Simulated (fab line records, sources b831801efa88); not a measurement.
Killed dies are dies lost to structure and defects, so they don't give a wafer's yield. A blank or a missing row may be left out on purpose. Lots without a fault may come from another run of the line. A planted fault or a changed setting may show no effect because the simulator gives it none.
One fault seen from 2 desks | flow sky130 | each desk has only its own numbers; what lay behind them comes last

THE TOOL OWNER'S DESK: rie_diel-03
The tool's own readings at SKY_SONOS_ONO_ETCH_15 (etches the open film in CHF3/O2, target depth 19.52 nm, time 7.8 s): means of the sampled wafers that have a number, for each lot that ran on this tool. A lot is out of limits, marked OUT, if its mean lies more than 4 standard deviations from the usual mean; the brackets give that distance.
Columns: A = drypump_motor_current_A at SKY_SONOS_ONO_ETCH_15, usual 5.8 A; B = oes_product_au at SKY_SONOS_ONO_ETCH_15, usual 0.999 a.u.; C = throttle_valve_pct at SKY_SONOS_ONO_ETCH_15, usual 8.824 %
lot  | first seen here | A   | B     | C
L579 | day 12 16:57    | 5.7 | 0.999 | 8.828
L583 | day 14 03:33    | 5.5 | 1.011 | 8.826
L587 | day 16 02:39    | 5.6 | 0.993 | 8.830
L592 | day 18 15:51    | 5.5 | 1.011 | 8.829
L594 | day 18 18:18    | 5.4 | 1.006 | 8.824
This desk's finding: nothing out of limits on any of the 5 lots.

THE METROLOGY DESK
What the gauges read, lot by lot, whatever tool the lot ran on: means of the sampled wafers that have a number. A lot is out of limits, marked OUT, if its mean lies more than 4 standard deviations from the usual mean; the brackets give that distance.
Columns: A = VIA4_W_THK at SKY_VIA4_THK_MEAS_20, usual 519 nm
lot  | first seen here | A
L578 | day 42 06:32    | 519
L579 | day 42 20:05    | 512
L580 | day 43 06:07    | 518
L581 | day 43 08:44    | 526
L582 | day 44 01:21    | 524
L583 | day 44 01:29    | 516
L585 | day 44 15:14    | 521
L586 | day 44 23:32    | 520
L587 | day 45 18:01    | 518
L592 | day 47 07:15    | 527
L594 | day 47 09:06    | 522
L598 | day 47 22:28    | 524
L600 | day 48 15:41    | 508
This desk's finding: nothing out of limits on any of the 13 lots.

PUT TOGETHER
The tool owner's desk saw nothing out of limits.
The metrology desk saw nothing out of limits.

WHAT THE SIMULATOR HAD PUT IN
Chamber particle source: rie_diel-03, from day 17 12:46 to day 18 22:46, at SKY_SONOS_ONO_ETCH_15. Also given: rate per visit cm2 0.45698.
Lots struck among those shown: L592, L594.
